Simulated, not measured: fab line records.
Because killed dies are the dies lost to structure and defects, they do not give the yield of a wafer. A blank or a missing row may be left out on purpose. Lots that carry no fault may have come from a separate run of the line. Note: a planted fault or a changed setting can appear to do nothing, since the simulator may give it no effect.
Matching of chambers / flow sky130 / SKY_CONTACT_CMP_27 on cmp-01: 4 sister chambers
The step polishes, stops on SiO2, t overpolish 15 s, target thk 0 nm. 8 wafers are shown with their chamber, then 12 later ones without.

## EACH WAFER AND ITS CHAMBER
wafer=L081.6; chamber=1; motorCurrentA (A)=11.4; timeToEndpointS (s)=85.6
wafer=L088.4; chamber=2; motorCurrentA (A)=11.9; timeToEndpointS (s)=74.8
wafer=L089.1; chamber=3; motorCurrentA (A)=8.4; timeToEndpointS (s)=76.8
wafer=L089.2; chamber=0; motorCurrentA (A)=8.9; timeToEndpointS (s)=79.1
wafer=L089.6; chamber=0; motorCurrentA (A)=9.0; timeToEndpointS (s)=81.0
wafer=L090.2; chamber=2; motorCurrentA (A)=12.2; timeToEndpointS (s)=75.4
wafer=L090.4; chamber=1; motorCurrentA (A)=11.6; timeToEndpointS (s)=81.5
wafer=L090.5; chamber=3; motorCurrentA (A)=8.3; timeToEndpointS (s)=75.6

## WAFERS MISSING THEIR CHAMBER
wafer=L094.2; motorCurrentA (A)=8.5; timeToEndpointS (s)=78.2
wafer=L094.3; motorCurrentA (A)=11.7; timeToEndpointS (s)=79.9
wafer=L094.5; motorCurrentA (A)=12.5; timeToEndpointS (s)=78.7
wafer=L095.4; motorCurrentA (A)=8.5; timeToEndpointS (s)=84.5
wafer=L095.5; motorCurrentA (A)=8.4; timeToEndpointS (s)=85.7
wafer=L095.6; motorCurrentA (A)=8.6; timeToEndpointS (s)=82.4
wafer=L096.2; motorCurrentA (A)=12.0; timeToEndpointS (s)=74.1
wafer=L096.4; motorCurrentA (A)=12.1; timeToEndpointS (s)=76.0
wafer=L096.6; motorCurrentA (A)=9.0; timeToEndpointS (s)=82.8
wafer=L097.2; motorCurrentA (A)=8.9; timeToEndpointS (s)=78.6
wafer=L097.4; motorCurrentA (A)=11.9; timeToEndpointS (s)=73.3
wafer=L097.5; motorCurrentA (A)=8.5; timeToEndpointS (s)=76.4

## WHICH CHAMBER EACH ONE RAN IN
wafer=L094.2; from the rows above=can't be placed: 3 or 0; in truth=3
wafer=L094.3; from the rows above=can't be placed: 1 or 2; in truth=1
wafer=L094.5; from the rows above=2; in truth=2
wafer=L095.4; from the rows above=can't be placed: 0 or 3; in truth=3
wafer=L095.5; from the rows above=can't be placed: 0 or 3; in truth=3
wafer=L095.6; from the rows above=can't be placed: 0 or 3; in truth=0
wafer=L096.2; from the rows above=2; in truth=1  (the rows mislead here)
wafer=L096.4; from the rows above=2; in truth=2
wafer=L096.6; from the rows above=0; in truth=0
wafer=L097.2; from the rows above=0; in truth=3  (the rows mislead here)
wafer=L097.4; from the rows above=2; in truth=2
wafer=L097.5; from the rows above=3; in truth=3
Placed correctly: 5 of 12. These rows do not allow placing 5 (true chamber among the candidates in 5). Placed wrongly: 2.
How it was worked out, from the rows above alone: a wafer's distance from a chamber is the root of the sum, over the readings, of the square of ((its reading less the chamber's mean) divided by the reading's scatter). If the next closest chamber is less than 2 further off than the closest, the wafer can't be placed; otherwise it belongs to the closest. For every chamber, the mean is computed from those of its wafers that are shown. How the scatter is found: for the shown wafers, subtract from each reading the mean of its chamber, square and add these, divide the total by (wafers less chambers), then take the root.
